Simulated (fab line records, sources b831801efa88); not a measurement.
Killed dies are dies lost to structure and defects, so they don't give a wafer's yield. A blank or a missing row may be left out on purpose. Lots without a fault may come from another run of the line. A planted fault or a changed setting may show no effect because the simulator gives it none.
A struck lot beside a sound one | flow gf180mcu | 16 steps out of a route of 602
Sound: wafers L494.1, L494.5, L494.6. Struck: wafer L509.5. (L509.2, L509.4 of the same lot were not struck and are left out.) The cause comes at the end.
At each step with rows: each side's tool, then ch and its chambers, then its first start. Under that, the readings that differ: sound wafers | struck wafers | difference of the means | sigmas: that difference in standard deviations of wafers without a fault.
alike: readings whose means differ by less than 2 such deviations, and words and numbers that are the same on both sides. not compared: withheld readings, readings that some wafer has no value for, bounds like >300 that may hide the same value, and numbers for which the record gives no deviation and whose values overlap.
The two part at a step that has a row with sigmas, a row that says differs or no value, or rows on one side only. Numbers that don't overlap but have no deviation are shown without sigmas and don't part them. A reading that every wafer of one side lacks parts them only if that side has two wafers or more.

first, 3 steps without rows for these wafers: GF_V2_EXPOSE_11 (exposes mask Via2, target cd 260 nm); GF_V2_PEB_12 (peb time 90 s); GF_V2_DEVELOP_13 (develop time 60 s).
GF_V2_CD_MEAS_14: target cd 260 nm.
  sound on cd_sem-01, day 22 01:47; struck on cd_sem-01, day 27 05:35
  reading    | sound             | struck | difference | sigmas
  cd_nm (nm) | 262.2 262.5 261.4 | 257.3  | -4.7       | -4
GF_V2_OVL_MEAS_15:
  sound on overlay-02, day 22 01:55; struck on overlay-01, day 27 05:42
  alike: V2_OVL
GF_V2_ETCH_16: etches BARC in N2/H2.
  sound on rie_diel-04 ch 0,1, day 22 01:57; struck on rie_diel-04 ch 0, day 27 05:44
  alike: drypump_motor_current_A, oes_product_au, throttle_valve_pct
GF_V2_ETCH_17: etches SiO2 in C4F8/O2/Ar, stops on TiN, target depth 630 nm.
  sound on rie_diel-04 ch 0,1; struck on rie_diel-04 ch 0
  alike: oes_product_au
GF_V2_STRIP_18: strips in O2/N2.
  sound on plasma_asher-02 ch 0,1, day 22 02:05; struck on plasma_asher-03 ch 1, day 27 05:52
  alike: drypump_motor_current_A, heater_power_w, oes_product_au, platen_temp_c
  not compared: rf_hours_counter_h
then, 2 steps without rows for these wafers: GF_V2_STRIP_19 (strips in post etch residue remover, time 1200 s); GF_V2_CLEAN_20 (cleans in DIW).
GF_V2_SPUTTER_21: material Ti, target thk 15 nm, time 80.02 s.
  sound on pvd_sputter-04, day 22 02:37; struck on pvd_sputter-01, day 27 06:24
  alike: throttle_valve_pct
GF_V2_SPUTTER_22: material TiN, target thk 10 nm, time 40 s.
  sound on pvd_sputter-04, day 22 02:40; struck on pvd_sputter-01, day 27 06:28
  alike: throttle_valve_pct
GF_V2_CVD_23: deposits W, target thk 350 nm, time 104.94 s.
  sound on cvd_w-01 ch 0,1, day 22 02:43; struck on cvd_w-02 ch 1, day 27 06:30
  reading                          | sound             | struck | difference | sigmas
  heater_power_w (W)               | 929 924 883       | 833    | -79        | -2
  model.W_of_V2_CVD_23.thk_nm (nm) | 342.6 344.5 341.6 | 360.1  | +17.2      |
  alike: heater_power_outer_w
GF_V2_RS_MEAS_24: measures by four-point-probe.
  sound on film_metro-01, day 22 02:49; struck on film_metro-03, day 27 06:55
  reading          | sound             | struck | difference | sigmas
  V2_W_RS (ohm/sq) | 0.335 0.333 0.336 | 0.318  | -0.017     | -4
  not compared: hold
GF_V2_THK_MEAS_25: measures by xrf.
  sound on film_metro-01, day 22 02:56; struck on film_metro-03, day 27 09:44
  reading       | sound       | struck | difference | sigmas
  V2_W_THK (nm) | 334 334 331 | 353    | +20        | +4
  not compared: hold
-- the record jumps here: 7 days lie between the struck wafers' starts before and after (it left off in module V2 and takes up again in module PASSIVATION, whose first step shown is number 602 of the route) --
GF_PASSIVATION_PROBE_99:
  the record has rows for the struck wafers here (prober-02, day 34 10:50) and none for the sound ones

WHERE THEY PART
First at GF_V2_CD_MEAS_14; last, within this record, at GF_PASSIVATION_PROBE_99.

WHY: what the simulator had put in
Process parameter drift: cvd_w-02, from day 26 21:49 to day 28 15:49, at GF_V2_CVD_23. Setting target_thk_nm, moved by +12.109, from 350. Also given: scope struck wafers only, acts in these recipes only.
